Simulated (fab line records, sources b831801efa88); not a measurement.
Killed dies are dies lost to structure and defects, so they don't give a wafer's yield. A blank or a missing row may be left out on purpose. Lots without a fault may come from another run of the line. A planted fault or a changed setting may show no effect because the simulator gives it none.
Split-lot experiment | flow sfq_line | 5 lots, 23 wafers read, on a route of 325 steps

THE SPLIT
At SFQ_TRILAYER_I3_VIA_LITHO_COAT_085 (resist thk 650 nm), the setting spin_rpm was moved away from the recipe's 3000 rpm on 11 of the 23 wafers read, by -4.4% to +6.6%. The other wafers ran this setting at the recipe's value.

FROM THE SPLIT TO THE READING: what the file shows between them, 1 step
- SFQ_TRILAYER_I3_VIA_BARC_OPEN_VIA_ETCH_121: etches BARC in O2, target depth 125 nm, time 41.7 s (also split here: time_s)

THE READING
KrF_of_TRILAYER_I3_VIA_LITHO_COAT_085.thk_nm (the simulator's own value, which no gauge read), in nm, at SFQ_TRILAYER_I3_VIA_ETCH_VIA_ETCH_088 (etches SiO2 in CHF3, stops on Nb, target depth 260 nm). The file gives no usual value for it. The 12 wafers here that ran the recipe average 529.8 nm, standard deviation 2.7 nm.

wafer  | tool, chamber at the split | spin_rpm as run, rpm | against the recipe | KrF_of_TRILAYER_I3_VIA_LITHO_COAT_085.thk_nm, nm | against lot-mates on the recipe
L074.1 | litho_track-01, 0          | 3000                 | recipe             | 525.1                                            | -
L074.2 | litho_track-01, 0          | 3000                 | recipe             | 530.3                                            | -
L074.5 | litho_track-01, 0          | 3000                 | recipe             | 527.5                                            | -
L075.2 | litho_track-02, 0          | 3000                 | recipe             | 532.4                                            | -
L075.3 | litho_track-02, 0          | 2943                 | -1.9%              | 536                                              | +5.2
L075.4 | litho_track-02, 0          | 2943                 | -1.9%              | 537.5                                            | +6.8
L075.5 | litho_track-02, 0          | 2943                 | -1.9%              | 539.4                                            | +8.6
L075.6 | litho_track-02, 0          | 3000                 | recipe             | 529.1                                            | -
L076.1 | litho_track-03, 0          | 3000                 | recipe             | 525.8                                            | -
L076.2 | litho_track-03, 0          | 3198                 | +6.6%              | 504.6                                            | -22.4
L076.3 | litho_track-03, 0          | 3198                 | +6.6%              | 502                                              | -25.0
L076.4 | litho_track-03, 0          | 3198                 | +6.6%              | 503.6                                            | -23.4
L076.6 | litho_track-03, 0          | 3000                 | recipe             | 528.2                                            | -
L083.1 | litho_track-02, 0          | 3000                 | recipe             | 529.3                                            | -
L083.2 | litho_track-02, 0          | 2868                 | -4.4%              | 544.4                                            | +13.1
L083.4 | litho_track-02, 0          | 2868                 | -4.4%              | 545.2                                            | +13.9
L083.5 | litho_track-02, 0          | 3000                 | recipe             | 534                                              | -
L083.6 | litho_track-02, 0          | 3000                 | recipe             | 530.6                                            | -
L084.1 | litho_track-02, 0          | 3000                 | recipe             | 532.9                                            | -
L084.2 | litho_track-02, 0          | 3000                 | recipe             | 532.1                                            | -
L084.3 | litho_track-02, 0          | 2899                 | -3.4%              | 542.4                                            | +9.9
L084.4 | litho_track-02, 0          | 2899                 | -3.4%              | 543.8                                            | +11.3
L084.5 | litho_track-02, 0          | 2899                 | -3.4%              | 541.3                                            | +8.8

THE FIT
A straight line over all 23 wafers: KrF_of_TRILAYER_I3_VIA_LITHO_COAT_085.thk_nm changes by -3.87 nm for each +1% of spin_rpm; r = -0.98; the points scatter about the line by 2.3 nm.
The same after taking each lot's own level away (the mean of its wafers on the recipe; 23 wafers): -3.4 nm for each +1%; r = -0.99; scatter 1.7 nm.
On that fit, the largest move of spin_rpm shifts the reading by 22 nm.
The lots' own levels span 527.00 to 532.50 nm, that is 2.0 times the standard deviation above.
So the lot-to-lot level changes the slope: the two fits differ.
Check: with one of the wafers moved furthest among these (+6.6%) left out of the fit, the line predicts -23 nm for it against its lot-mates. It came out at -22.4 nm against them.

OTHER SPLITS ON THESE WAFERS
These wafers also went through other splits before the reading. Each is held against what the fit with the lots' levels taken away leaves over:
other split on the same wafers                    | wafers away from the commonest value | r with KrF_of_TRILAYER_I3_VIA_LITHO_COAT_085.thk_nm (lot level and that fit taken away)
SFQ_TRILAYER_M1_LITHO_PEB_042 peb_time_s          | 7                                    | +0.22
SFQ_TRILAYER_I1_DEP_PECVD_045 rf_w                | 11                                   | -0.23
SFQ_TRILAYER_I1_CMP_CMP_046 leave_above_ref_nm    | 5                                    | -0.22
SFQ_TRILAYER_I1_VIA_BARC_OPEN_VIA_ETCH_071 time_s | 6                                    | +0.18
SFQ_TRILAYER_M2_LITHO_EXPOSE_058 dose_mj          | 11                                   | -0.03
SFQ_TRILAYER_I2_VIA_LITHO_COAT_072 spin_rpm       | 9                                    | -0.07
SFQ_TRILAYER_M3_LITHO_COAT_080 spin_rpm           | 10                                   | -0.31
SFQ_TRILAYER_I3_VIA_BARC_OPEN_VIA_ETCH_121 time_s | 4                                    | -0.13

THE WHOLE CHAIN: every reading that the file lists as answering this split, in the file's order
step                                       | what it does                                          | reading                                                                                       | change (the file's fit)              | r (the file's)
SFQ_TRILAYER_I3_VIA_LITHO_COAT_085         | resist thk 650 nm                                     | KrF_of_TRILAYER_I3_VIA_LITHO_COAT_085.thk_nm (the simulator's own value, which no gauge read) | -3.23 nm for each +1% of the setting | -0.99
SFQ_TRILAYER_I3_VIA_BARC_OPEN_VIA_ETCH_121 | etches BARC in O2, target depth 125 nm, time 41.7 s   | KrF_of_TRILAYER_I3_VIA_LITHO_COAT_085.thk_nm (the simulator's own value, which no gauge read) | -3.29 nm for each +1% of the setting | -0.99
SFQ_TRILAYER_I3_VIA_ETCH_VIA_ETCH_088      | etches SiO2 in CHF3, stops on Nb, target depth 260 nm | KrF_of_TRILAYER_I3_VIA_LITHO_COAT_085.thk_nm (the simulator's own value, which no gauge read) | -3.36 nm for each +1% of the setting | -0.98

THE FILE'S OWN FIT
KrF_of_TRILAYER_I3_VIA_LITHO_COAT_085.thk_nm changes by -3.36 nm for each +1% of spin_rpm, r = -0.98.
